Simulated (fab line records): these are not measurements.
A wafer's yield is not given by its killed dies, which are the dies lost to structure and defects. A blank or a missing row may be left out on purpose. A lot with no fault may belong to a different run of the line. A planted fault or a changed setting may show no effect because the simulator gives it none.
Which tool was responsible? || flow sfq-line || 20 wafers sampled from 7 lots at 1 step of a route of 325

WHAT THE GAUGES READ, wafer by wafer
SFQ_L0_RS_MEAS_901: a four-point-probe measurement.
{"lot": "L129", "measured": "day 1 17:34", "on": "film-metro-04", "L0_MONX_KI_RS (ohm/sq)": "42.8 42.6 43.3"}
{"lot": "L131", "measured": "day 2 03:36", "on": "film-metro-02", "L0_MONX_KI_RS (ohm/sq)": "43.9 43.5 44.1"}
{"lot": "L133", "measured": "day 2 13:34", "on": "film-metro-04", "L0_MONX_KI_RS (ohm/sq)": "42.8 43.7 43.4"}
{"lot": "L135", "measured": "day 2 23:34", "on": "film-metro-02", "L0_MONX_KI_RS (ohm/sq)": "42.9 43.8 43.9"}
{"lot": "L137", "measured": "day 3 09:34", "on": "film-metro-01", "L0_MONX_KI_RS (ohm/sq)": "42.7 42.9 43.3"}
{"lot": "L148", "measured": "day 5 16:36", "on": "film-metro-04", "L0_MONX_KI_RS (ohm/sq)": "43.6 43.6"}
{"lot": "L150", "measured": "day 6 02:35", "on": "film-metro-01", "L0_MONX_KI_RS (ohm/sq)": "44.2 43.2 44.4"}

EACH LOT AND THE TOOL THAT RAN IT (in order: tool; ch and the chambers of the sampled wafers; start)
The record holds no process step before these readings.

THE ANSWER, worked out from the rows above alone
Rule: what is usual is taken from the lots themselves. Put in order of their means at a reading, lots are off if they are a third of the lots or fewer, leave a main group of 4 or more, and stand apart from it by a gap of 3 or more times the standard deviation of the main group's means; of several such gaps the widest counts. Not used: any main group whose means are identical at the precision the tables above print for the reading. Also off: a lot with no number at a reading for which 4 or more lots have one. Where the step has rows for the other lots, those lots are counted as sound.
Across all readings shown, no lot is off: no conclusion can be drawn from this.

WHAT WAS PUT IN BY THE SIMULATOR
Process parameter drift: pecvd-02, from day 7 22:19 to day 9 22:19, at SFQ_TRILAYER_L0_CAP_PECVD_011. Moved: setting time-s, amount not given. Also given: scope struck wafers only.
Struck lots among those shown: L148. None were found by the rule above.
